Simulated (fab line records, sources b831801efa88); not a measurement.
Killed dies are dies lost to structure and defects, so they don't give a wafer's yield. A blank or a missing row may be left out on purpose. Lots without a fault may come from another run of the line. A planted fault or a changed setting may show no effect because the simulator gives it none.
fab line records | flow gf180mcu
record lots=14 wafers=42 last_day=32
route steps=602 shown M5@533 V5@541
lots that met no fault: from a run of the same line without faults
start_h: hours from the record's first day to the start of the lot's first wafer shown | wait_h: hours since the lot's step before | " the same as in the row above | L1.1+2: a row that stands for several wafers | - no value, or no start given | * or withheld: withheld | < > ~ a bound
route shown NAME@n: a module of which the file shows steps, and the number in the route of the first | usual: mean/standard deviation of fault-free wafers | same: alike in all rows | chamber/n: place in a boat | sites: the reading at each site | _std_site: their standard deviation | _edge_site: outer sites' mean less inner sites' | radius_mm: how far each site lies from the wafer's centre | mask NAME#n: copy n | behind: the tool/chamber that last shaped the wafer | hold: why the lot was held/for how many hours/how that ended | device: the transistor (n, p or np) that didn't switch | end of line: the same wafers' tests at the end of the route | a step without rows: its recipe alone | killed: dies lost to structure and defects at the first sort, not the wafer's yield | map: a wafer's dies, x killed, . not, _ none there
set.NAME: the setting as run; set.NAME@STEP: as run at that earlier step | model.NAME: the simulator's own value behind a step, which no gauge read
steps of the route over a sample of lots; a table a step, a row a wafer
services: from which hour (start_h, from the record's first day; less than 0 if before it) a tool's chamber was out of use, for how many hours, and why
## steps
# step GF_M5_CD_MEAS_07
# recipe target_cd_nm=280
# usual cd_nm=280.2/0.99
# columns lot.wafer tool chamber start_h wait_h cd_nm
L232.3 cd_sem-01 - 600.39 0.1 278.6
L232.5 " - " " 278.5
L232.6 " - " " 280.7
L234.4 cd_sem-02 - 615.71 0.1 279.8
L234.5 " - " " 280.0
L234.6 " - " " 279.3
L235.1 cd_sem-02 - 630.66 0.2 281.1
L235.2 " - " " 281.8
L235.5 " - " " 281.7
L237.1 cd_sem-01 - 648.30 0.1 281.0
L237.3 " - " " 278.7
L237.6 " - " " 280.5
L238.4 cd_sem-01 - 652.66 0.1 281.3
L238.5 " - " " 280.7
L238.6 " - " " 280.1
L239.2 cd_sem-01 - 656.52 0.1 279.4
L239.3 " - " " 280.3
L239.6 " - " " 280.5
L240.1 cd_sem-02 - 668.30 0.1 282.4
L240.2 " - " " 282.4
L240.3 " - " " 282.4
L241.3 cd_sem-01 - 668.44 0.1 279.3
L241.4 " - " " 279.6
L241.6 " - " " 278.8
L242.2 cd_sem-02 - 678.32 0.1 278.6
L242.3 " - " " 279.2
L242.4 " - " " 280.6
L243.2 cd_sem-02 - 686.77 0.1 281.6
L243.4 " - " " 281.9
L243.5 " - " " 281.2
L244.1 cd_sem-01 - 690.95 0.1 280.6
L244.2 " - " " 281.4
L244.5 " - " " 279.9
L245.2 cd_sem-02 - 705.82 0.1 278.8
L245.3 " - " " 279.5
L245.5 " - " " 279.3
L246.1 cd_sem-01 - 708.20 0.1 280.2
L246.5 " - " " 282.7
L246.6 " - " " 281.2
L247.1 cd_sem-02 - 711.05 0.1 280.0
L247.2 " - " " 279.4
L247.6 " - " " 280.4
# step GF_V5_THK_MEAS_01
# recipe reads=SiO2_of_V5_CVD_00
# usual V5_CVD_00_THK=301.7/2.7
# columns lot.wafer tool chamber start_h wait_h V5_CVD_00_THK[nm]
L232.3 film_metro-02 - 601.33 0.1 299.3
L232.5 " - " " 299.5
L232.6 " - " " 300.9
L234.4 film_metro-04 - 616.66 0.1 303.8
L234.5 " - " " 301.7
L234.6 " - " " 303.2
L235.1 film_metro-03 - 631.53 0.0 301.2
L235.2 " - " " 300.3
L235.5 " - " " 302.0
L237.1 film_metro-02 - 649.21 0.0 306.1
L237.3 " - " " 304.7
L237.6 " - " " 305.4
L238.4 film_metro-02 - 653.53 0.0 302.1
L238.5 " - " " 305.4
L238.6 " - " " 302.6
L239.2 film_metro-04 - 657.39 0.0 301.0
L239.3 " - " " 302.5
L239.6 " - " " 298.9
L241.3 film_metro-02 - 669.30 0.0 307.5
L241.4 " - " " 305.7
L241.6 " - " " 302.3
L240.1 film_metro-02 - 669.52 0.0 299.2
L240.2 " - " " 299.2
L240.3 " - " " 299.1
L242.2 film_metro-04 - 679.20 0.0 298.5
L242.3 " - " " 298.9
L242.4 " - " " 305.2
L243.2 film_metro-04 - 687.66 0.0 301.6
L243.4 " - " " 302.4
L243.5 " - " " 302.8
L244.1 film_metro-04 - 691.82 0.0 299.0
L244.2 " - " " 301.8
L244.5 " - " " 302.8
L245.2 film_metro-03 - 706.69 0.0 294.8
L245.3 " - " " 299.4
L245.5 " - " " 299.4
L246.1 film_metro-03 - 709.07 0.0 302.1
L246.5 " - " " 307.0
L246.6 " - " " 300.4
L247.1 film_metro-02 - 711.99 0.0 304.5
L247.2 " - " " 304.6
L247.6 " - " " 305.5
# step GF_V5_CMP_04
# recipe material=SiO2 down_force_psi=4 platen_rpm=60 pad_velocity_m_s=0.94248
# usual motor_current_A=12.1/1.1 platen_rpm=59.99/0.039 retaining_ring_pressure_frac=1.000/0.0049
# columns lot.wafer tool chamber start_h wait_h motor_current_A platen_rpm retaining_ring_pressure_frac
L232.3 cmp-02 0 601.64 0.1 12.3 60.02 1.005
L232.5 " 2 " " 11.4 59.91 0.995
L232.6 " 3 " " 11.7 59.95 0.995
L234.4 cmp-02 2 617.39 0.4 11.4 59.90 0.999
L234.6 " 0 " " 12.7 59.95 1.003
L234.5 " 1 " " 13.1 60.00 0.993
L235.1 cmp-01 3 631.80 0.1 10.1 60.02 1.002
L235.2 " 0 " " 13.7 59.98 1.003
L235.5 " 2 " " 12.0 60.00 0.999
L237.3 cmp-02 1 649.44 0.0 14.0 60.01 0.998
L237.1 " 3 " " 11.9 60.00 0.999
L237.6 " 1 " " 13.7 59.99 1.002
L238.4 cmp-01 2 653.88 0.2 12.1 60.02 0.999
L238.5 " 3 " " 10.2 60.02 0.990
L238.6 " 0 " " 12.9 60.00 1.000
L239.2 cmp-01 2 657.61 0.0 11.9 59.99 1.002
L239.3 " 1 " " 11.0 60.04 0.997
L239.6 " 3 " " 10.7 59.97 0.996
L241.4 cmp-02 2 669.51 0.0 11.5 60.02 0.996
L241.3 " 1 " " 13.8 60.02 0.998
L241.6 " 2 " " 11.7 60.00 1.002
L240.1 cmp-01 2 669.75 0.1 12.4 60.05 0.996
L240.2 " 0 " " 13.6 60.00 1.007
L240.3 " 1 " " 11.0 59.99 1.010
L242.3 cmp-02 0 679.42 0.0 12.7 59.97 1.004
L242.2 " 1 " " 13.5 59.99 1.008
L242.4 " 2 " " 11.5 60.02 1.002
L243.2 cmp-02 3 687.88 0.0 11.6 59.96 1.003
L243.4 " 1 " " 13.8 60.00 0.995
L243.5 " 0 " " 11.9 60.03 0.997
L244.1 cmp-02 3 692.04 0.1 11.9 59.96 0.996
L244.2 " 1 " " 13.3 59.96 0.991
L244.5 " 3 " " 11.1 59.98 1.008
L245.2 cmp-02 3 707.01 0.1 12.3 60.02 0.994
L245.3 " 0 " " 12.0 59.96 0.995
L245.5 " 2 " " 11.1 60.08 1.005
L246.1 cmp-02 1 709.44 0.2 14.1 60.05 1.002
L246.5 " 2 " " 11.7 59.98 1.000
L246.6 " 3 " " 11.2 59.98 0.995
L247.1 cmp-02 2 712.33 0.2 11.6 60.05 1.004
L247.2 " 3 " " 11.4 60.01 0.999
L247.6 " 1 " " 13.4 59.99 0.996
# step GF_V5_CD_MEAS_14
# recipe target_cd_nm=260
# usual cd_nm=260.1/1.2
# columns lot.wafer tool chamber start_h wait_h cd_nm
L232.3 cd_sem-01 - 621.99 0.1 259.1
L232.5 " - " " 257.6
L232.6 " - " " 259.0
L234.4 cd_sem-02 - 637.90 0.1 259.4
L234.5 " - " " 259.1
L234.6 " - " " 259.9
L235.1 cd_sem-02 - 651.49 0.1 262.5
L235.2 " - " " 262.0
L235.5 " - " " 261.4
L237.1 cd_sem-02 - 668.75 0.1 260.4
L237.3 " - " " 258.7
L237.6 " - " " 258.7
L238.4 cd_sem-02 - 673.46 0.1 259.8
L238.5 " - " " 259.4
L238.6 " - " " 259.7
L239.2 cd_sem-02 - 677.21 0.1 260.2
L239.3 " - " " 259.8
L239.6 " - " " 260.5
L240.1 cd_sem-01 - 688.75 0.1 260.7
L240.2 " - " " 260.1
L240.3 " - " " 260.2
L241.3 cd_sem-02 - 688.78 0.1 259.6
L241.4 " - " " 259.5
L241.6 " - " " 260.7
L242.2 cd_sem-01 - 698.47 0.1 262.7
L242.3 " - " " 261.4
L242.4 " - " " 260.4
L243.2 cd_sem-02 - 706.92 0.1 261.5
L243.4 " - " " 260.8
L243.5 " - " " 261.7
L244.1 cd_sem-02 - 710.70 0.1 260.6
L244.2 " - " " 260.6
L244.5 " - " " 261.2
L245.2 cd_sem-02 - 725.06 0.1 258.1
L245.3 " - " " 258.7
L245.5 " - " " 258.4
L246.1 cd_sem-02 - 727.05 0.1 259.7
L246.5 " - " " 259.8
L246.6 " - " " 259.5
L247.1 cd_sem-01 - 728.95 0.1 260.0
L247.2 " - " " 260.5
L247.6 " - " " 260.8
# step GF_V5_ETCH_17
# recipe chemistry=C4F8/O2/Ar mask_material=KrF target=SiO2 stop_on=TiN source_w=1500 bias_w=1200 pressure_mtorr=40 c4f8_flow_sccm=withheld O2_flow_sccm=6 Ar_flow_sccm=300 time_s=withheld target_depth_a=8550
# usual oes_product_au=0.859/0.0047 rf_fwd_power_W=1494/4.7
# columns lot.wafer tool chamber start_h wait_h oes_product_au rf_fwd_power_W
L232.3 rie_diel-01 3 - - 0.854 1492
L232.5 " 1 " " 0.853 1497
L232.6 " 2 " " 0.858 1500
L234.4 rie_diel-01 2 - - 0.854 1491
L234.5 " 3 " " 0.857 1487
L234.6 " 0 " " 0.857 1497
L235.1 rie_diel-04 3 - - 0.859 1496
L235.2 " 0 " " 0.864 1486
L235.5 " 1 " " 0.855 1494
L237.1 rie_diel-04 3 - - 0.855 1488
L237.3 " 1 " " 0.860 1489
L237.6 " 3 " " 0.860 1491
L238.4 rie_diel-02 2 - - 0.858 1490
L238.5 " 3 " " 0.858 1496
L238.6 " 0 " " 0.864 1492
L239.2 rie_diel-02 0 - - 0.864 1489
L239.3 " 2 " " 0.855 1496
L239.6 " 1 " " 0.864 1503
L241.3 rie_diel-02 0 - - 0.856 1489
L241.4 " 1 " " 0.855 1498
L241.6 " 2 " " 0.850 1483
L240.1 rie_diel-01 0 - - 0.861 1491
L240.2 " 2 " " 0.852 1490
L240.3 " 3 " " 0.864 1491
L242.2 rie_diel-01 0 - - 0.855 1494
L242.3 " 2 " " 0.861 1494
L242.4 " 0 " " 0.854 1503
L243.2 rie_diel-01 3 - - 0.867 1489
L243.4 " 0 " " 0.860 1488
L243.5 " 0 " " 0.857 1498
L244.1 rie_diel-01 3 - - 0.859 1497
L244.2 " 0 " " 0.867 1489
L244.5 " 2 " " 0.862 1494
L245.2 rie_diel-01 2 - - 0.857 1502
L245.3 " 0 " " 0.854 1505
L245.5 " 2 " " 0.855 1497
L246.1 rie_diel-02 3 - - 0.860 1493
L246.5 " 1 " " 0.974 1490
L246.6 " 0 " " 0.858 1496
L247.1 rie_diel-01 2 - - 0.874 1495
L247.2 " 3 " " 0.975 1498
L247.6 " 2 " " 0.860 1492
## services
# columns tool chamber start_h hours kind
cmp-01 - 593.51 4.6 repair
rie_diel-02 1 597.67 3.1 repair
cmp-01 - 613.35 5.5 pm
rie_diel-02 0 622.12 1.5 repair
rie_diel-04 2 633.47 48.7 repair
cmp-01 - 634.08 5.6 pm
rie_diel-01 1 636.90 7.6 repair
rie_diel-02 0 660.38 7.1 repair
rie_diel-04 0 662.81 9.8 repair
cmp-02 - 669.84 8.4 pm
rie_diel-01 1 671.29 27.6 repair
rie_diel-01 3 673.65 4.1 repair
rie_diel-01 0 683.96 2.4 repair
rie_diel-04 3 696.04 - clean
rie_diel-04 3 696.04 21.7 scheduled_down
rie_diel-04 3 696.04 21.7 vent_cycle
rie_diel-04 1 696.53 2.7 repair
rie_diel-04 3 720.02 12.0 repair
rie_diel-01 3 721.63 6.4 repair
rie_diel-02 3 723.94 1.2 repair
## key
first_sign step=GF_V5_ETCH_17 reading=oes_product_au direction=up sigmas=25 usual=0.859 struck=0.975
effect none on later readings
met_at GF_V5_CMP_04
struck_lots L246,L247
struck_wafers L246.5,L247.2
sort_left_out L246.5,L247.2
not_acting_at GF_M5_CD_MEAS_07,GF_V5_THK_MEAS_01,GF_V5_CD_MEAS_14
onset_between 707.01 709.44
fault kind=process_parameter_drift tool=cmp-02 chamber=- onset_h=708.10 steps=GF_V5_CMP_04 channel=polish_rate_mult offset=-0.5 shape=step end_h=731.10 scope=struck_wafers_only
# sort_left_out: the simulated sort isn't trusted on such a fault, so these wafers' sort isn't shown, and their yield isn't known
